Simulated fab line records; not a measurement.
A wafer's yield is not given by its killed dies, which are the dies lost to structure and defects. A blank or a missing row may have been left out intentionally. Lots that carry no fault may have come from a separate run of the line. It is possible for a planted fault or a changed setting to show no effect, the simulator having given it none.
fab line records	flow gf180mcu	part 1 of 2: steps 1 to 25 of 36
record: lots: 5	wafers: 15	last-day: 32
route steps=602 shown NWELL@51 LVPWELL@54 MVSD@66 MVPSD@78
lots untouched by any fault: they come from a run of this same line in which no faults occurred
start-h: hours from the record's first day to the start of the lot's first wafer shown	wait-h: hours elapsed since this lot's preceding step	" identical to the entry in the row above	L1.1+2: several wafers, shown together as one row	- no value, or no start given	* or withheld: withheld	< > ~ a bound
route shown NAME@n: names a module that has steps shown in the file, with the first one's number in the route	usual: the fault-free wafers' mean and standard deviation	same: alike in all rows	chamber/n: place in a boat	sites: each site's reading	_std_site: standard deviation of those values	_edge_site: the outer-site mean with the inner-site mean subtracted	radius-mm: for every site, how far away it sits from the centre of the wafer	mask NAME#n: copy n	behind: the last tool/chamber to shape the wafer	hold: the reason the lot was held/the length of the hold in hours/how it ended	device: the transistor (n, p or np) that didn't switch	end of line: the route-end tests of the same wafers	a step with no rows: only its recipe	killed: dies that structure and defects cost at the first sort, which is not the same as the wafer's yield	map: the dies of a wafer, with x for killed, . for not killed, _ for no die there
set.NAME: setting as actually run; set.NAME@STEP: the setting as run at that earlier step	model.NAME: the simulator's own value behind a step, which no gauge read
lots seen at some steps along the route; tables by step, rows by wafer
services: when a tool's chamber went out of use (start-h, in hours from the record's first day, below 0 if earlier), for how many hours, and the reason
== steps ==
step: GF_NWELL_IMPLANT_09
recipe: species: P	energy-kev: 160	dose-cm2: 4e+12	tilt-deg: 0
usual: end-station-pressure-torr: 5.01e-06/2.9e-07
lot.wafer	tool	chamber	start-h	wait-h	end-station-pressure-torr
L082.3	implanter-02	0	100.55	0.1	4.97e-06
L082.5	"	0	"	"	5.16e-06
L082.6	"	0	"	"	4.9e-06
L083.2	implanter-01	0	103.81	0.1	4.9e-06
L083.4	"	0	"	"	5.39e-06
L083.6	"	0	"	"	4.56e-06
L084.2	implanter-02	0	111.07	0.1	4.66e-06
L084.3	"	0	"	"	4.8e-06
L084.5	"	0	"	"	5.16e-06
L087.1	implanter-02	0	127.75	0.1	4.92e-06
L087.2	"	0	"	"	5.13e-06
L087.4	"	0	"	"	5.2e-06
L088.1	implanter-01	0	132.45	0.1	5.1e-06
L088.3	"	0	"	"	5e-06
L088.6	"	0	"	"	4.71e-06
step: GF_NWELL_STRIP_10
recipe: chemistry: O2/N2	power-w: 1400	pressure-mtorr: 1500	platen-temp-c: 250	o2-flow-sccm: 3000	n2-flow-sccm: 300	overash-fraction: 0.5
usual: drypump-motor-current-A: 5.5/0.52	heater-power-w: 337/54	oes-product-au: 0.723/0.0047	strip-time-to-endpoint-s: 36.99/0.092
lot.wafer	tool	chamber	start-h	wait-h	drypump-motor-current-A	heater-power-w	oes-product-au	rf-hours-counter-h	strip-time-to-endpoint-s
L082.3	plasma-asher-03	1	100.68	0.1	5.5	350	0.717	-	36.97
L082.5	"	0	"	"	6.1	316	0.716	-	37.08
L082.6	"	1	"	"	5.6	343	0.725	-	36.94
L083.2	plasma-asher-01	1	103.94	0.1	4.8	280	0.716	48	37.21
L083.4	"	1	"	"	4.7	271	0.726	-	37.22
L083.6	"	0	"	"	5.7	409	0.722	-	37.14
L084.2	plasma-asher-02	0	111.20	0.1	6.4	286	0.725	30	37.13
L084.3	"	1	"	"	5.6	305	0.728	-	37.10
L084.5	"	1	"	"	5.6	301	0.725	-	36.95
L087.1	plasma-asher-03	0	127.90	0.1	6.1	325	0.724	1	36.84
L087.2	"	1	"	"	5.5	358	0.719	1	36.88
L087.4	"	1	"	"	5.5	346	0.720	-	36.84
L088.1	plasma-asher-03	0	132.60	0.1	6.1	321	0.730	2	37.15
L088.3	"	1	"	"	5.5	349	0.731	-	37.08
L088.6	"	0	"	"	6.1	324	0.722	-	37.07
step: GF_NWELL_TW_MEAS_11
usual: NWELL_TW: 1568/21
lot.wafer	tool	chamber	start-h	wait-h	NWELL_TW
L082.3	film-metro-03	-	100.77	0.1	1531
L082.5	"	-	"	"	1544
L082.6	"	-	"	"	1539
L083.2	film-metro-03	-	104.05	0.1	1541
L083.4	"	-	"	"	1537
L083.6	"	-	"	"	1540
L084.2	film-metro-04	-	111.31	0.1	1581
L084.3	"	-	"	"	1590
L084.5	"	-	"	"	1587
L087.1	film-metro-03	-	128.00	0.1	1543
L087.2	"	-	"	"	1535
L087.4	"	-	"	"	1538
L088.1	film-metro-01	-	132.70	0.1	1593
L088.3	"	-	"	"	1587
L088.6	"	-	"	"	1590
step: GF_LVPWELL_DEHYDRATE_00
recipe: temp-c: 200	time-s: 60
usual: resist-line-temp-C: 23.02/0.11
lot.wafer	tool	chamber	start-h	wait-h	resist-line-temp-C
L082.3	litho-track-04	0	107.41	6.6	23.00
L082.5	"	0	"	"	22.91
L082.6	"	0	"	"	22.92
L083.2	litho-track-01	0	110.68	6.6	22.88
L083.4	"	0	"	"	22.92
L083.6	"	0	"	"	22.93
L084.2	litho-track-01	0	117.83	6.5	22.82
L084.3	"	0	"	"	22.88
L084.5	"	0	"	"	23.02
L087.1	litho-track-03	0	135.26	7.3	23.05
L087.2	"	0	"	"	22.88
L087.4	"	0	"	"	22.92
L088.1	litho-track-04	0	139.36	6.7	23.17
L088.3	"	0	"	"	23.09
L088.6	"	0	"	"	23.10
step: GF_LVPWELL_HMDS_01
recipe: prime-time-s: 60	prime-temp-c: 120
usual: resist-line-temp-C: 22.98/0.096
lot.wafer	tool	chamber	start-h	wait-h	resist-line-temp-C
L082.3	litho-track-04	0	107.56	0.1	23.02
L082.5	"	0	"	"	22.98
L082.6	"	0	"	"	23.02
L083.2	litho-track-01	0	110.83	0.1	22.80
L083.4	"	0	"	"	22.82
L083.6	"	0	"	"	22.97
L084.2	litho-track-01	0	117.98	0.1	23.00
L084.3	"	0	"	"	22.90
L084.5	"	0	"	"	22.95
L087.1	litho-track-03	0	135.41	0.1	22.98
L087.2	"	0	"	"	23.10
L087.4	"	0	"	"	23.05
L088.1	litho-track-04	0	139.51	0.1	22.98
L088.3	"	0	"	"	23.06
L088.6	"	0	"	"	22.95
step: GF_LVPWELL_COAT_02
recipe: spin-rpm: 2000	resist-thk-nm: 3000
usual: resist-line-temp-C: 23.00/0.094
lot.wafer	tool	chamber	start-h	wait-h	resist-line-temp-C
L082.3	litho-track-04	0	107.71	0.1	23.00
L082.5	"	0	"	"	22.89
L082.6	"	0	"	"	22.98
L083.2	litho-track-01	0	110.98	0.1	22.86
L083.4	"	0	"	"	22.92
L083.6	"	0	"	"	22.84
L084.2	litho-track-01	0	118.13	0.1	23.00
L084.3	"	0	"	"	22.99
L084.5	"	0	"	"	23.00
L087.1	litho-track-03	0	135.56	0.1	23.01
L087.2	"	0	"	"	22.89
L087.4	"	0	"	"	22.95
L088.1	litho-track-04	0	139.66	0.1	23.03
L088.3	"	0	"	"	23.03
L088.6	"	0	"	"	23.13
step: GF_LVPWELL_SOFTBAKE_03
recipe: temp-c: 110	time-s: withheld
usual: resist-line-temp-C: 23.00/0.11
lot.wafer	tool	chamber	start-h	wait-h	resist-line-temp-C
L082.3	litho-track-04	0	107.88	0.1	23.01
L082.5	"	0	"	"	22.84
L082.6	"	0	"	"	22.69
L083.2	litho-track-01	0	111.14	0.1	22.95
L083.4	"	0	"	"	22.89
L083.6	"	0	"	"	23.04
L084.2	litho-track-01	0	118.29	0.1	22.88
L084.3	"	0	"	"	22.90
L084.5	"	0	"	"	22.95
L087.1	litho-track-03	0	135.71	0.1	22.91
L087.2	"	0	"	"	23.19
L087.4	"	0	"	"	22.97
L088.1	litho-track-04	0	139.81	0.1	23.20
L088.3	"	0	"	"	23.06
L088.6	"	0	"	"	23.12
step: GF_LVPWELL_EXPOSE_04
recipe: mask-id: LVPWELL	target-cd-nm: 600	na: 0.6	source-shape: conventional	sigma-outer: 0.6	dose-mj: 260
lot.wafer	tool	chamber	start-h	wait-h	mask
L082.3+5+6	iline-stepper-02	0	-	-	LVPWELL#0
L083.2+4+6	iline-stepper-02	0	-	-	LVPWELL#0
L084.2+3+5	iline-stepper-01	0	-	-	LVPWELL#0
L087.1+2+4	iline-stepper-02	0	-	-	LVPWELL#0
L088.1+3+6	iline-stepper-01	0	-	-	LVPWELL#0
step: GF_LVPWELL_PEB_05
recipe: temp-c: 115	time-s: withheld
usual: resist-line-temp-C: 23.01/0.1
lot.wafer	tool	chamber	start-h	wait-h	resist-line-temp-C
L082.3	litho-track-03	0	-	-	23.07
L082.5	"	0	"	"	23.03
L082.6	"	0	"	"	22.88
L083.2	litho-track-04	0	-	-	22.99
L083.4	"	0	"	"	23.08
L083.6	"	0	"	"	22.97
L084.2	litho-track-01	0	-	-	23.24
L084.3	"	0	"	"	23.12
L084.5	"	0	"	"	23.23
L087.1	litho-track-03	0	-	-	23.04
L087.2	"	0	"	"	23.08
L087.4	"	0	"	"	23.06
L088.1	litho-track-01	0	-	-	23.00
L088.3	"	0	"	"	22.77
L088.6	"	0	"	"	23.21
step: GF_LVPWELL_DEVELOP_06
recipe: wall-angle-deg: 90	develop-time-s: 60	dev-temp-c: 23
usual: resist-line-temp-C: 22.99/0.1
lot.wafer	tool	chamber	start-h	wait-h	resist-line-temp-C
L082.3	litho-track-03	0	-	-	22.95
L082.5	"	0	"	"	23.02
L082.6	"	0	"	"	23.06
L083.2	litho-track-04	0	-	-	22.89
L083.4	"	0	"	"	23.03
L083.6	"	0	"	"	22.99
L084.2	litho-track-01	0	-	-	22.92
L084.3	"	0	"	"	22.91
L084.5	"	0	"	"	22.88
L087.1	litho-track-03	0	-	-	22.96
L087.2	"	0	"	"	22.98
L087.4	"	0	"	"	22.87
L088.1	litho-track-01	0	-	-	22.97
L088.3	"	0	"	"	22.94
L088.6	"	0	"	"	22.98
step: GF_LVPWELL_OVL_MEAS_07
usual: LVPWELL_OVL: -0.1/1.4
lot.wafer	tool	chamber	start-h	wait-h	LVPWELL_OVL[nm]
L082.3	overlay-01	-	115.22	-	-0.1
L082.5	"	-	"	"	-1.2
L082.6	"	-	"	"	-3.1
L083.2	overlay-01	-	118.52	-	0.5
L083.4	"	-	"	"	0.9
L083.6	"	-	"	"	0.8
L084.2	overlay-02	-	125.91	-	-1.9
L084.3	"	-	"	"	-1.0
L084.5	"	-	"	"	-3.1
L087.1	overlay-02	-	143.36	-	-0.6
L087.2	"	-	"	"	0.1
L087.4	"	-	"	"	0.2
L088.1	overlay-01	-	147.66	-	-2.0
L088.3	"	-	"	"	-1.4
L088.6	"	-	"	"	-0.3
step: GF_LVPWELL_IMPLANT_08
recipe: species: B	energy-kev: 170	dose-cm2: 1.5e+13	tilt-deg: 0
usual: end-station-pressure-torr: 5.04e-06/2.6e-07
lot.wafer	tool	chamber	start-h	wait-h	end-station-pressure-torr
L082.3	implanter-04	0	115.29	0.1	4.97e-06
L082.5	"	0	"	"	4.81e-06
L082.6	"	0	"	"	4.98e-06
L083.2	implanter-02	0	118.57	0.0	5.17e-06
L083.4	"	0	"	"	5e-06
L083.6	"	0	"	"	5.35e-06
L084.2	implanter-02	0	125.97	0.0	5.11e-06
L084.3	"	0	"	"	4.93e-06
L084.5	"	0	"	"	5.14e-06
L087.1	implanter-03	0	143.39	0.0	5.32e-06
L087.2	"	0	"	"	5.32e-06
L087.4	"	0	"	"	4.93e-06
L088.1	implanter-02	0	147.69	0.0	4.86e-06
L088.3	"	0	"	"	5.28e-06
L088.6	"	0	"	"	5.23e-06
step: GF_LVPWELL_IMPLANT_09
recipe: species: B	energy-kev: 60	dose-cm2: 5e+12	tilt-deg: 0
usual: end-station-pressure-torr: 5.07e-06/2.4e-07
lot.wafer	tool	chamber	start-h	wait-h	end-station-pressure-torr
L082.3	implanter-04	0	115.44	0.1	5.21e-06
L082.5	"	0	"	"	5.08e-06
L082.6	"	0	"	"	4.82e-06
L083.2	implanter-02	0	118.72	0.1	5.07e-06
L083.4	"	0	"	"	4.85e-06
L083.6	"	0	"	"	5.08e-06
L084.2	implanter-02	0	126.12	0.1	5.26e-06
L084.3	"	0	"	"	5.29e-06
L084.5	"	0	"	"	5.02e-06
L087.1	implanter-03	0	143.54	0.1	4.87e-06
L087.2	"	0	"	"	4.88e-06
L087.4	"	0	"	"	5.16e-06
L088.1	implanter-02	0	147.84	0.1	5.17e-06
L088.3	"	0	"	"	5.2e-06
L088.6	"	0	"	"	4.92e-06
step: GF_LVPWELL_STRIP_10
recipe: chemistry: O2/N2	power-w: 1400	pressure-mtorr: 1500	platen-temp-c: 250	o2-flow-sccm: 3000	n2-flow-sccm: 300	overash-fraction: 0.5
usual: drypump-motor-current-A: 5.8/0.48	heater-power-w: 329/41	oes-product-au: 0.722/0.0041	strip-time-to-endpoint-s: 36.99/0.11
lot.wafer	tool	chamber	start-h	wait-h	drypump-motor-current-A	heater-power-w	oes-product-au	rf-hours-counter-h	strip-time-to-endpoint-s
L082.3	plasma-asher-04	1	115.58	0.1	6.4	338	0.731	-	37.09
L082.5	"	1	"	"	6.4	340	0.722	-	37.11
L082.6	"	0	"	"	5.9	270	0.719	-	37.05
L083.2	plasma-asher-03	0	118.85	0.1	6.1	328	0.727	0	36.95
L083.4	"	0	"	"	6.1	323	0.714	-	36.93
L083.6	"	0	"	"	6.1	320	0.719	-	36.98
L084.2	plasma-asher-01	1	126.24	0.1	4.7	278	0.721	50	36.86
L084.3	"	1	"	"	4.7	280	0.724	-	36.97
L084.5	"	0	"	"	5.7	410	0.723	-	36.89
L087.1	plasma-asher-01	0	143.69	0.1	5.6	407	0.723	52	37.02
L087.2	"	1	"	"	4.7	274	0.720	52	36.91
L087.4	"	0	"	"	5.7	416	0.721	-	37.07
L088.1	plasma-asher-03	1	147.99	0.1	5.5	354	0.729	4	37.14
L088.3	"	1	"	"	5.5	350	0.721	-	37.09
L088.6	"	0	"	"	6.1	327	0.722	-	37.09
step: GF_LVPWELL_TW_MEAS_11
usual: LVPWELL_TW: 555/7.4
lot.wafer	tool	chamber	start-h	wait-h	LVPWELL_TW
L082.3	film-metro-03	-	115.66	0.1	546
L082.5	"	-	"	"	547
L082.6	"	-	"	"	547
L083.2	film-metro-03	-	118.96	0.1	544
L083.4	"	-	"	"	548
L083.6	"	-	"	"	550
L084.2	film-metro-03	-	126.47	0.2	547
L084.3	"	-	"	"	547
L084.5	"	-	"	"	546
L087.1	film-metro-01	-	143.79	0.1	564
L087.2	"	-	"	"	560
L087.4	"	-	"	"	564
L088.1	film-metro-03	-	148.09	0.1	551
L088.3	"	-	"	"	550
L088.6	"	-	"	"	548
step: GF_MVSD_DEHYDRATE_00
recipe: temp-c: 200	time-s: 60
usual: resist-line-temp-C: 23.01/0.1
lot.wafer	tool	chamber	start-h	wait-h	resist-line-temp-C
L082.3	litho-track-01	0	122.66	7.0	22.97
L082.5	"	0	"	"	22.93
L082.6	"	0	"	"	22.88
L083.2	litho-track-04	0	125.93	7.0	23.06
L083.4	"	0	"	"	23.04
L083.6	"	0	"	"	22.99
L084.2	litho-track-02	0	133.03	6.5	22.92
L084.3	"	0	"	"	22.90
L084.5	"	0	"	"	22.90
L087.1	litho-track-04	0	150.86	7.1	22.91
L087.2	"	0	"	"	22.90
L087.4	"	0	"	"	22.98
L088.1	litho-track-02	0	155.15	7.0	22.91
L088.3	"	0	"	"	23.03
L088.6	"	0	"	"	23.00
step: GF_MVSD_HMDS_01
recipe: prime-time-s: 60	prime-temp-c: 120
usual: resist-line-temp-C: 22.98/0.092
lot.wafer	tool	chamber	start-h	wait-h	resist-line-temp-C
L082.3	litho-track-01	0	122.81	0.1	23.02
L082.5	"	0	"	"	22.95
L082.6	"	0	"	"	22.94
L083.2	litho-track-04	0	126.08	0.1	23.02
L083.4	"	0	"	"	22.92
L083.6	"	0	"	"	23.08
L084.2	litho-track-02	0	133.18	0.1	22.90
L084.3	"	0	"	"	22.87
L084.5	"	0	"	"	23.00
L087.1	litho-track-04	0	151.01	0.1	22.95
L087.2	"	0	"	"	22.83
L087.4	"	0	"	"	22.95
L088.1	litho-track-02	0	155.30	0.1	22.93
L088.3	"	0	"	"	23.01
L088.6	"	0	"	"	22.92
step: GF_MVSD_COAT_02
recipe: spin-rpm: 2000	resist-thk-nm: 3000
usual: resist-line-temp-C: 23.04/0.11
lot.wafer	tool	chamber	start-h	wait-h	resist-line-temp-C
L082.3	litho-track-01	0	122.96	0.1	23.11
L082.5	"	0	"	"	23.05
L082.6	"	0	"	"	23.00
L083.2	litho-track-04	0	126.23	0.1	23.19
L083.4	"	0	"	"	23.32
L083.6	"	0	"	"	23.29
L084.2	litho-track-02	0	133.33	0.1	23.02
L084.3	"	0	"	"	23.21
L084.5	"	0	"	"	23.23
L087.1	litho-track-04	0	151.16	0.1	23.14
L087.2	"	0	"	"	23.20
L087.4	"	0	"	"	22.84
L088.1	litho-track-02	0	155.45	0.1	23.05
L088.3	"	0	"	"	22.86
L088.6	"	0	"	"	22.88
step: GF_MVSD_SOFTBAKE_03
recipe: temp-c: 110	time-s: withheld
usual: resist-line-temp-C: 23.02/0.11
lot.wafer	tool	chamber	start-h	wait-h	resist-line-temp-C
L082.3	litho-track-01	0	123.12	0.1	22.98
L082.5	"	0	"	"	22.99
L082.6	"	0	"	"	22.90
L083.2	litho-track-04	0	126.39	0.1	23.00
L083.4	"	0	"	"	22.99
L083.6	"	0	"	"	23.01
L084.2	litho-track-02	0	133.48	0.1	22.93
L084.3	"	0	"	"	23.07
L084.5	"	0	"	"	22.92
L087.1	litho-track-04	0	151.31	0.1	23.01
L087.2	"	0	"	"	23.01
L087.4	"	0	"	"	23.04
L088.1	litho-track-02	0	155.60	0.1	23.10
L088.3	"	0	"	"	23.02
L088.6	"	0	"	"	23.00
step: GF_MVSD_EXPOSE_04
recipe: mask-id: MVSD	target-cd-nm: 1000	na: 0.6	source-shape: conventional	sigma-outer: 0.6	dose-mj: 260
lot.wafer	tool	chamber	start-h	wait-h	mask
L082.3+5+6	iline-stepper-01	0	-	-	MVSD#0
L083.2+4+6	iline-stepper-02	0	-	-	MVSD#0
L084.2+3+5	iline-stepper-02	0	-	-	MVSD#0
L087.1+2+4	iline-stepper-02	0	-	-	MVSD#0
L088.1+3+6	iline-stepper-01	0	-	-	MVSD#0
step: GF_MVSD_PEB_05
recipe: temp-c: 115	time-s: withheld
usual: resist-line-temp-C: 23.01/0.11
lot.wafer	tool	chamber	start-h	wait-h	resist-line-temp-C
L082.3	litho-track-01	0	-	-	23.15
L082.5	"	0	"	"	23.17
L082.6	"	0	"	"	23.03
L083.2	litho-track-02	0	-	-	23.10
L083.4	"	0	"	"	23.00
L083.6	"	0	"	"	22.92
L084.2	litho-track-02	0	-	-	23.14
L084.3	"	0	"	"	23.11
L084.5	"	0	"	"	23.06
L087.1	litho-track-01	0	-	-	22.86
L087.2	"	0	"	"	22.99
L087.4	"	0	"	"	22.98
L088.1	litho-track-01	0	-	-	23.11
L088.3	"	0	"	"	22.97
L088.6	"	0	"	"	23.03
step: GF_MVSD_DEVELOP_06
recipe: wall-angle-deg: 90	develop-time-s: 60	dev-temp-c: 23
usual: resist-line-temp-C: 23.00/0.1
lot.wafer	tool	chamber	start-h	wait-h	resist-line-temp-C
L082.3	litho-track-01	0	-	-	22.73
L082.5	"	0	"	"	22.89
L082.6	"	0	"	"	22.89
L083.2	litho-track-02	0	-	-	23.11
L083.4	"	0	"	"	23.04
L083.6	"	0	"	"	23.10
L084.2	litho-track-02	0	-	-	23.06
L084.3	"	0	"	"	23.06
L084.5	"	0	"	"	22.91
L087.1	litho-track-01	0	-	-	23.01
L087.2	"	0	"	"	23.02
L087.4	"	0	"	"	23.07
L088.1	litho-track-01	0	-	-	22.97
L088.3	"	0	"	"	23.00
L088.6	"	0	"	"	23.06
step: GF_MVSD_OVL_MEAS_07
usual: MVSD_OVL: 0.6/1.3
lot.wafer	tool	chamber	start-h	wait-h	MVSD_OVL[nm]
L082.3	overlay-01	-	130.57	-	0.2
L082.5	"	-	"	"	0.2
L082.6	"	-	"	"	-0.2
L083.2	overlay-01	-	134.01	-	0.5
L083.4	"	-	"	"	2.0
L083.6	"	-	"	"	1.0
L084.2	overlay-01	-	141.16	-	0.4
L084.3	"	-	"	"	0.4
L084.5	"	-	"	"	2.4
L087.1	overlay-01	-	159.26	-	-0.3
L087.2	"	-	"	"	0.3
L087.4	"	-	"	"	2.1
L088.1	overlay-01	-	163.71	-	1.1
L088.3	"	-	"	"	1.9
L088.6	"	-	"	"	0.2
step: GF_MVSD_IMPLANT_08
recipe: species: P	energy-kev: 395.6	dose-cm2: 1.6e+13	tilt-deg: 0
usual: end-station-pressure-torr: 5.05e-06/2.4e-07
lot.wafer	tool	chamber	start-h	wait-h	end-station-pressure-torr
L082.3	implanter-01	0	130.64	0.1	5.34e-06
L082.5	"	0	"	"	5.09e-06
L082.6	"	0	"	"	4.96e-06
L083.2	implanter-03	0	134.06	0.0	4.95e-06
L083.4	"	0	"	"	5.56e-06
L083.6	"	0	"	"	5.06e-06
L084.2	implanter-01	0	141.21	0.0	4.89e-06
L084.3	"	0	"	"	5.21e-06
L084.5	"	0	"	"	4.74e-06
L087.1	implanter-04	0	159.29	0.0	5.17e-06
L087.2	"	0	"	"	5.08e-06
L087.4	"	0	"	"	4.94e-06
L088.1	implanter-04	0	163.74	0.0	5.19e-06
L088.3	"	0	"	"	4.94e-06
L088.6	"	0	"	"	5.56e-06
step: GF_MVSD_IMPLANT_09
recipe: species: P	energy-kev: 100	dose-cm2: 5e+12	tilt-deg: 0
usual: end-station-pressure-torr: 5.04e-06/2.7e-07
lot.wafer	tool	chamber	start-h	wait-h	end-station-pressure-torr
L082.3	implanter-01	0	130.79	0.1	5.33e-06
L082.5	"	0	"	"	4.88e-06
L082.6	"	0	"	"	4.62e-06
L083.2	implanter-03	0	134.21	0.1	4.86e-06
L083.4	"	0	"	"	5.17e-06
L083.6	"	0	"	"	4.99e-06
L084.2	implanter-01	0	141.36	0.1	4.85e-06
L084.3	"	0	"	"	5.3e-06
L084.5	"	0	"	"	5.43e-06
L087.1	implanter-04	0	159.44	0.1	4.82e-06
L087.2	"	0	"	"	4.74e-06
L087.4	"	0	"	"	4.42e-06
L088.1	implanter-04	0	163.89	0.1	5.47e-06
L088.3	"	0	"	"	5.22e-06
L088.6	"	0	"	"	5.12e-06
